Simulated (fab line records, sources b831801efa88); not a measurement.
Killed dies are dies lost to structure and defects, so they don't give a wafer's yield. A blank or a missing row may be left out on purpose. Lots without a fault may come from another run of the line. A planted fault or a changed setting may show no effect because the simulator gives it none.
Which tool did it? | flow gf180mcu | 15 lots, 45 wafers sampled, at 3 steps of a route of 602

WHAT THE GAUGES READ, wafer by wafer
GF_V2_RS_MEAS_24: measures by four-point-probe. Usual: V2_W_RS 0.3290 ohm/sq, standard deviation 0.0028.
lot  | measured     | on            | V2_W_RS (ohm/sq)     | flag
L883 | day 20 07:44 | film_metro-02 | 0.3285 0.3288 0.3315 |
L884 | day 20 18:45 | film_metro-02 | 0.3284 0.3310 0.3290 |
L886 | day 21 17:14 | film_metro-01 | 0.3310 0.3277 0.3289 |
L891 | day 23 07:33 | film_metro-01 | 0.3235 0.3309 0.3286 |
L892 | day 23 22:25 | film_metro-04 | 0.3289 0.3301 0.3260 |
L893 | day 24 09:52 | film_metro-04 | 44.093 43.935 43.338 | OFF
L895 | day 24 21:15 | film_metro-01 | 44.050 44.528 44.494 | OFF
L896 | day 25 04:37 | film_metro-02 | 44.746 44.080 44.287 | OFF
L900 | day 26 13:25 | film_metro-04 | 0.3306 0.3300 0.3337 |
L901 | day 27 00:07 | film_metro-02 | 0.3274 0.3274 0.3280 |
L902 | day 27 10:39 | film_metro-04 | 0.3361 0.3314 0.3333 |
L903 | day 27 13:08 | film_metro-04 | 0.3329 0.3337 0.3316 |
L904 | day 27 14:28 | film_metro-04 | 0.3325 0.3290 0.3333 |
L905 | day 28 04:17 | film_metro-01 | 0.3276 0.3301 0.3265 |
L906 | day 28 12:30 | film_metro-04 | 0.3266 0.3238 0.3260 |

GF_V2_THK_MEAS_25: measures by xrf. Usual: V2_W_THK 349 nm, standard deviation 7.6.
lot  | measured     | on            | V2_W_THK (nm) | flag
L883 | day 20 07:50 | film_metro-02 | 354 354 347   |
L884 | day 20 18:51 | film_metro-02 | 350 349 352   |
L886 | day 21 17:20 | film_metro-01 | 355 357 356   |
L891 | day 23 07:39 | film_metro-01 | 362 357 358   |
L892 | day 23 22:32 | film_metro-04 | 341 338 342   |
L893 | day 24 09:59 | film_metro-04 | - - -         | OFF
L895 | day 24 21:22 | film_metro-01 | <0 - -        | OFF
L896 | day 25 04:44 | film_metro-02 | <0 <0 <0      | OFF
L900 | day 26 13:31 | film_metro-04 | 339 341 334   |
L901 | day 27 00:13 | film_metro-02 | 350 349 348   |
L902 | day 27 10:46 | film_metro-04 | 336 339 335   |
L903 | day 27 13:15 | film_metro-04 | 336 337 339   |
L904 | day 27 14:35 | film_metro-04 | 336 341 338   |
L905 | day 28 04:24 | film_metro-01 | 359 355 361   |
L906 | day 28 12:37 | film_metro-04 | 350 352 347   |

WHICH TOOL RAN EACH LOT (tool, then ch and the chambers of the sampled wafers, then the start)
lot  | GF_V2_CVD_23
L883 | cvd_w-02 ch 1, day 20 07:36
L884 | cvd_w-01 ch 0,1, day 20 18:38
L886 | cvd_w-01 ch 0,1, day 21 17:07
L891 | cvd_w-01 ch 0,1, day 23 07:26
L892 | cvd_w-01 ch 0,1, day 23 22:17
L893 | cvd_w-02 ch 0,1, day 24 09:45
L895 | cvd_w-01 ch 0,1, day 24 21:08
L896 | cvd_w-02 ch 0,1, day 25 04:30
L900 | cvd_w-02 ch 0,1, day 26 13:17
L901 | cvd_w-01 ch 0,1, day 26 23:59
L902 | cvd_w-01 ch 0,1, day 27 10:32
L903 | cvd_w-01 ch 0,1, day 27 13:01
L904 | cvd_w-01 ch 0,1, day 27 14:20
L905 | cvd_w-02 ch 0,1, day 28 04:10
L906 | cvd_w-02 ch 0,1, day 28 12:22
- GF_V2_CVD_23: deposits W, target thk 350 nm, time 104.94 s.

WHAT THE TOOLS THEMSELVES READ (means of the sampled wafers that have a number; where no wafer has one, the mark that the record gives instead)
GF_V2_CVD_23. Usual: chamber_pressure_Torr 40.00 Torr, standard deviation 0.091; heater_power_outer_w 559 W, standard deviation 60; heater_power_w 913 W, standard deviation 120.
lot  | tool     | chamber_pressure_Torr (Torr) | heater_power_outer_w (W) | heater_power_w (W) | flag
L883 | cvd_w-02 | 40.05                        | 548                      | 875                |
L884 | cvd_w-01 | 39.90                        | 508                      | 858                |
L886 | cvd_w-01 | 40.00                        | 526                      | 836                |
L891 | cvd_w-01 | 39.98                        | 507                      | 855                |
L892 | cvd_w-01 | 40.01                        | 510                      | 844                |
L893 | cvd_w-02 | -                            | -                        | -                  | OFF
L895 | cvd_w-01 | -                            | -                        | -                  | OFF
L896 | cvd_w-02 | -                            | -                        | -                  | OFF
L900 | cvd_w-02 | 40.00                        | 628                      | 1050               |
L901 | cvd_w-01 | 40.00                        | 532                      | 827                |
L902 | cvd_w-01 | 40.07                        | 520                      | 861                |
L903 | cvd_w-01 | 39.97                        | 521                      | 862                |
L904 | cvd_w-01 | 40.02                        | 516                      | 849                |
L905 | cvd_w-02 | 40.01                        | 631                      | 1045               |
L906 | cvd_w-02 | 40.05                        | 595                      | 982                |

THE ANSWER, worked out from the rows above alone
Rule: a lot is off if the mean of its wafers that have a number lies more than 3 standard deviations from the usual mean. A lot without any number at a reading at which 4 lots or more have one is off too. The other lots that the step has rows for count as sound. The gauges are gone through in route order, then the tools' own readings, and for those a lot's mean is taken as printed above. The first step at which some lot is off is used, and at that step the reading that is off furthest; a lot without a number counts as furthest.
Off: L893, L895, L896, at GF_V2_RS_MEAS_24 (V2_W_RS).
A tool fits if, at a process step before that reading, it ran every lot that is off, and no sound lot after the first of them. The gauges at GF_V2_RS_MEAS_24 aren't tried: what is off there is off at GF_V2_CVD_23 too, on other tools, and a gauge's error can't cause that. None of those tried fits.

WHAT THE SIMULATOR HAD PUT IN
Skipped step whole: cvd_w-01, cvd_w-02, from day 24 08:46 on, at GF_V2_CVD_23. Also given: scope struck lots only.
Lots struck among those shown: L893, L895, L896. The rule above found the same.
